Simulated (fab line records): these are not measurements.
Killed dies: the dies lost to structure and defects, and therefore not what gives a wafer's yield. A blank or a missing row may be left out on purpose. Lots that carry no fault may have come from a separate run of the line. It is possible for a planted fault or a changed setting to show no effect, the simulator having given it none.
Which tool is to blame?	flow gf180mcu	24 lots, 72 wafers sampled, at 5 steps of a route of 602

## WHAT THE GAUGES READ, wafer by wafer
GF_V5_THK_MEAS_03. Usual: V5_CVD_02_THK 1453 nm, standard deviation 20.
lot	measured	on	V5_CVD_02_THK (nm)	flag
L074	day 26 00:04	film_metro-01	1437 1436 1458	
L075	day 26 05:01	film_metro-01	1458 1479 1465	
L076	day 26 23:39	film_metro-04	1441 1424 1456	
L077	day 27 02:43	film_metro-02	1468 1474 1510	
L078	day 27 12:44	film_metro-01	1433 1444 1452	
L080	day 28 03:47	film_metro-01	1432 1452 1456	
L079	day 28 05:17	film_metro-04	1436 1457 1469	
L081	day 28 18:38	film_metro-02	1417 1434 1457	
L082	day 29 00:21	film_metro-04	1447 1474 1471	
L083	day 29 19:03	film_metro-02	1433 1499 1480	
L085	day 29 19:23	film_metro-02	1464 1431 1465	
L084	day 30 01:50	film_metro-04	1482 1478 1487	
L086	day 30 13:32	film_metro-04	1436 1442 1478	
L087	day 30 12:41	film_metro-01	1432 1447 1494	
L088	day 30 21:10	film_metro-04	1423 1452 1456	
L089	day 30 23:59	film_metro-01	1429 1432 1475	
L090	day 31 20:19	film_metro-01	1472 1472 1490	
L092	day 31 21:46	film_metro-04	1453 1457 1481	
L091	day 31 21:57	film_metro-04	1431 1423 1443	
L093	day 32 01:29	film_metro-01	1473 1448 1466	
L094	day 32 01:20	film_metro-01	1437 1434 1462	
L095	day 32 01:24	film_metro-01	1447 1455 1440	
L096	day 32 01:42	film_metro-01	1411 1440 1452	
L097	day 33 10:25	film_metro-02	1446 1483 1477	

GF_V5_RS_MEAS_24: measures by four-point-probe. Usual: V5_W_RS 0.327 ohm/sq, standard deviation 0.0037.
lot	measured	on	V5_W_RS (ohm/sq)	flag
L074	day 26 21:35	film_metro-02	0.329 0.331 0.327	
L075	day 27 02:15	film_metro-01	0.328 0.327 0.328	
L076	day 27 21:24	film_metro-02	0.328 0.326 0.321	
L077	day 28 00:36	film_metro-02	0.328 0.329 0.325	
L078	day 28 10:16	film_metro-04	0.326 0.322 0.325	
L080	day 29 00:44	film_metro-01	0.320 0.324 0.330	
L079	day 29 01:25	film_metro-02	0.326 0.326 0.324	
L081	day 29 15:56	film_metro-04	0.331 0.330 0.333	
L082	day 29 20:59	film_metro-02	0.328 0.326 0.327	
L083	day 30 15:14	film_metro-04	0.328 0.326 0.325	
L085	day 30 15:35	film_metro-02	0.329 0.326 0.333	
L084	day 30 21:31	film_metro-01	0.325 0.324 0.329	
L086	day 31 20:27	film_metro-04	0.326 0.327 0.324	
L087	day 31 19:53	film_metro-02	0.331 0.326 0.330	
L088	day 31 23:19	film_metro-01	0.332 0.327 0.324	
L089	day 31 23:09	film_metro-01	0.335 0.336 0.331	
L090	day 32 04:00	film_metro-04	0.327 0.326 0.327	
L092	day 32 10:29	film_metro-04	0.324 0.328 0.327	
L091	day 32 11:22	film_metro-04	0.326 0.318 0.317	
L093	day 32 22:59	film_metro-04	0.325 0.326 0.327	
L094	day 32 21:51	film_metro-01	0.323 0.319 0.324	
L095	day 32 22:05	film_metro-04	0.338 0.335 0.335	
L096	day 32 23:08	film_metro-01	0.330 0.333 0.331	
L097	day 34 03:43	film_metro-01	0.328 0.322 0.322	

## WHAT TOOL EACH LOT RAN ON (gives the tool, then ch and the chambers of the sampled wafers, and finally the start)
lot	GF_M3_SPUTTER_01	GF_V3_CMP_04	GF_MIM_SPUTTER_04
L074	pvd_sputter-03, day 19 22:23	cmp-02 ch 1,3, day 20 23:36	pvd_sputter-04, day 24 02:33
L075	pvd_sputter-03, day 20 04:38	cmp-02 ch 0,1, day 21 06:20	pvd_sputter-04, day 24 08:53
L076	pvd_sputter-04, day 21 01:53	cmp-01 ch 0,2,3, day 22 02:34	pvd_sputter-03, day 25 04:05
L077	pvd_sputter-04, day 21 04:41	cmp-01 ch 0,1, day 22 05:44	pvd_sputter-03, day 25 07:40
L078	pvd_sputter-03, day 21 19:17	cmp-02 ch 0,1,3, day 22 20:03	pvd_sputter-04, day 25 18:28
L080	pvd_sputter-02, day 22 11:38	cmp-02 ch 2,3, day 23 11:21	pvd_sputter-04, day 26 09:17
L079	pvd_sputter-03, day 22 12:35	cmp-01 ch 0,1,3, day 23 12:23	pvd_sputter-04, day 26 11:38
L081	pvd_sputter-03, day 23 05:08	cmp-01 ch 2,3, day 24 05:16	pvd_sputter-02, day 27 02:23
L082	pvd_sputter-04, day 23 11:14	cmp-02 ch 0,1, day 24 11:08	pvd_sputter-03, day 27 07:44
L083	pvd_sputter-02, day 24 08:53	cmp-01 ch 1,2, day 25 07:50	pvd_sputter-04, day 28 02:28
L085	pvd_sputter-03, day 24 10:28	cmp-02 ch 0,1, day 25 09:23	pvd_sputter-02, day 28 02:46
L084	pvd_sputter-02, day 24 17:37	cmp-02 ch 0,1,2, day 25 16:51	pvd_sputter-03, day 28 10:23
L086	pvd_sputter-04, day 25 06:26	cmp-01 ch 0,1,3, day 26 04:24	pvd_sputter-03, day 28 22:02
L087	pvd_sputter-02, day 25 06:59	cmp-01 ch 1,2,3, day 26 05:12	pvd_sputter-04, day 28 21:44
L088	pvd_sputter-02, day 25 16:54	cmp-02 ch 1,2, day 26 14:41	pvd_sputter-04, day 29 05:59
L089	pvd_sputter-03, day 25 20:01	cmp-01 ch 0,1,3, day 26 18:03	pvd_sputter-02, day 29 09:43
L090	pvd_sputter-02, day 26 07:27	cmp-02 ch 0,1, day 27 04:28	pvd_sputter-03, day 29 18:55
L092	pvd_sputter-03, day 26 11:13	cmp-01 ch 2,3, day 27 08:48	pvd_sputter-02, day 29 23:40
L091	pvd_sputter-04, day 26 12:56	cmp-02 ch 0,1,2, day 27 10:32	pvd_sputter-04, day 30 00:50
L093	pvd_sputter-03, day 26 22:32	cmp-01 ch 0,1,2, day 27 19:53	pvd_sputter-02, day 30 09:05
L094	pvd_sputter-02, day 27 06:01	cmp-02 ch 1,2,3, day 28 03:08	pvd_sputter-03, day 30 17:05
L095	pvd_sputter-04, day 27 18:26	cmp-01 ch 0,1,2, day 28 14:56	pvd_sputter-04, day 31 03:37
L096	pvd_sputter-03, day 27 21:01	cmp-01 ch 1,2,3, day 28 19:06	pvd_sputter-02, day 31 06:26
L097	pvd_sputter-02, day 28 06:05	cmp-02 ch 1,2,3, day 29 02:44	pvd_sputter-02, day 31 23:09
- GF_M3_SPUTTER_01: material TiN, target thk 30 nm, time 25 s.
- GF_V3_CMP_04: polishes SiO2.
- GF_MIM_SPUTTER_04: material TiN, target thk 50 nm, time 41.7 s.

## WHAT THE TOOLS THEMSELVES READ (means of the sampled wafers that have a number; where no wafer has one, the mark that the record gives instead)
GF_M3_SPUTTER_01. Usual: chamber_pressure_pa 0.4001 Pa, standard deviation 0.00077; throttle_valve_pct 30.3 %, standard deviation 1.2.
lot	tool	chamber_pressure_pa (Pa)	throttle_valve_pct (%)	flag
L074	pvd_sputter-03	0.4005	30.7	
L075	pvd_sputter-03	0.4004	29.6	
L076	pvd_sputter-04	0.4000	30.6	
L077	pvd_sputter-04	0.4000	30.6	
L078	pvd_sputter-03	0.4002	30.1	
L080	pvd_sputter-02	0.3999	31.0	
L079	pvd_sputter-03	0.4001	29.5	
L081	pvd_sputter-03	0.4008	30.7	
L082	pvd_sputter-04	0.3995	31.0	
L083	pvd_sputter-02	0.3993	29.5	
L085	pvd_sputter-03	0.3992	30.2	
L084	pvd_sputter-02	0.3998	30.2	
L086	pvd_sputter-04	0.4004	30.3	
L087	pvd_sputter-02	0.4001	28.2	
L088	pvd_sputter-02	0.4005	29.1	
L089	pvd_sputter-03	0.3998	30.4	
L090	pvd_sputter-02	0.4006	30.2	
L092	pvd_sputter-03	0.3999	30.8	
L091	pvd_sputter-04	0.3997	30.6	
L093	pvd_sputter-03	0.3994	30.2	
L094	pvd_sputter-02	0.4004	29.7	
L095	pvd_sputter-04	0.4001	31.3	
L096	pvd_sputter-03	0.4004	30.4	
L097	pvd_sputter-02	0.4001	30.9	

GF_V3_CMP_04. Usual: motor_current_A 12.3 A, standard deviation 1.1; slurry_filter_dp_kPa 13.49 kPa, standard deviation 0.15; slurry_flow_ml_min 150.0, standard deviation 0.5; time_to_endpoint_s 81 s, standard deviation 5.
lot	tool	motor_current_A (A)	slurry_filter_dp_kPa (kPa)	slurry_flow_ml_min	time_to_endpoint_s (s)	flag
L074	cmp-02	12.7	13.62	150.5	79	
L075	cmp-02	11.9	13.45	149.7	80	
L076	cmp-01	12.2	13.41	150.4	77	
L077	cmp-01	12.4	13.41	150.4	85	
L078	cmp-02	12.9	13.49	149.9	80	
L080	cmp-02	13.5	13.56	150.1	83	
L079	cmp-01	11.5	13.49	149.9	86	
L081	cmp-01	12.0	13.56	149.7	78	
L082	cmp-02	12.1	13.40	150.0	81	
L083	cmp-01	12.4	13.41	150.4	88	
L085	cmp-02	13.1	13.44	149.8	86	
L084	cmp-02	12.6	13.50	150.3	84	
L086	cmp-01	11.7	13.48	149.4	82	
L087	cmp-01	11.7	13.53	149.5	84	
L088	cmp-02	11.9	13.47	149.9	79	
L089	cmp-01	11.5	13.62	150.3	86	
L090	cmp-02	11.9	13.33	149.5	79	
L092	cmp-01	11.6	13.62	150.2	76	
L091	cmp-02	12.3	13.31	150.3	85	
L093	cmp-01	12.3	13.59	149.8	82	
L094	cmp-02	12.6	13.38	150.6	86	
L095	cmp-01	12.0	13.45	150.2	84	
L096	cmp-01	11.6	13.53	150.2	83	
L097	cmp-02	12.2	13.53	150.0	81	

GF_MIM_SPUTTER_04. Usual: chamber_pressure_pa 0.3999 Pa, standard deviation 0.0008; throttle_valve_pct 30.4 %, standard deviation 1.1.
lot	tool	chamber_pressure_pa (Pa)	throttle_valve_pct (%)	flag
L074	pvd_sputter-04	0.4003	31.3	
L075	pvd_sputter-04	0.3998	29.9	
L076	pvd_sputter-03	0.4004	30.1	
L077	pvd_sputter-03	0.3999	30.4	
L078	pvd_sputter-04	0.3990	30.0	
L080	pvd_sputter-04	0.4004	30.3	
L079	pvd_sputter-04	0.4001	30.3	
L081	pvd_sputter-02	0.4000	31.1	
L082	pvd_sputter-03	0.4000	30.5	
L083	pvd_sputter-04	0.3997	30.2	
L085	pvd_sputter-02	0.3989	28.1	
L084	pvd_sputter-03	0.4000	30.0	
L086	pvd_sputter-03	0.3998	30.2	
L087	pvd_sputter-04	0.4002	30.6	
L088	pvd_sputter-04	0.3998	31.3	
L089	pvd_sputter-02	0.3998	31.6	
L090	pvd_sputter-03	0.4002	30.4	
L092	pvd_sputter-02	0.3987	28.8	
L091	pvd_sputter-04	0.3997	30.2	
L093	pvd_sputter-02	0.3990	31.0	
L094	pvd_sputter-03	0.4001	30.9	
L095	pvd_sputter-04	0.4001	30.9	
L096	pvd_sputter-02	0.3995	30.0	
L097	pvd_sputter-02	0.3993	31.1	

## THE ANSWER, worked out from the rows above alone
Rule: lot off if the mean of its wafers having a number is beyond 3 standard deviations from the usual mean. A lot without any number at a reading at which 4 lots or more have one is off too. All remaining lots with rows at the step are treated as sound. First the gauges in route order, then the tools' own readings, where a lot's mean is used as printed above. At the first step where some lot is off, the reading lying furthest off is the one used; lots without a number count as furthest.
None of the lots is off at any reading shown; this tells nothing.

## WHAT THE SIMULATOR HAD INSERTED
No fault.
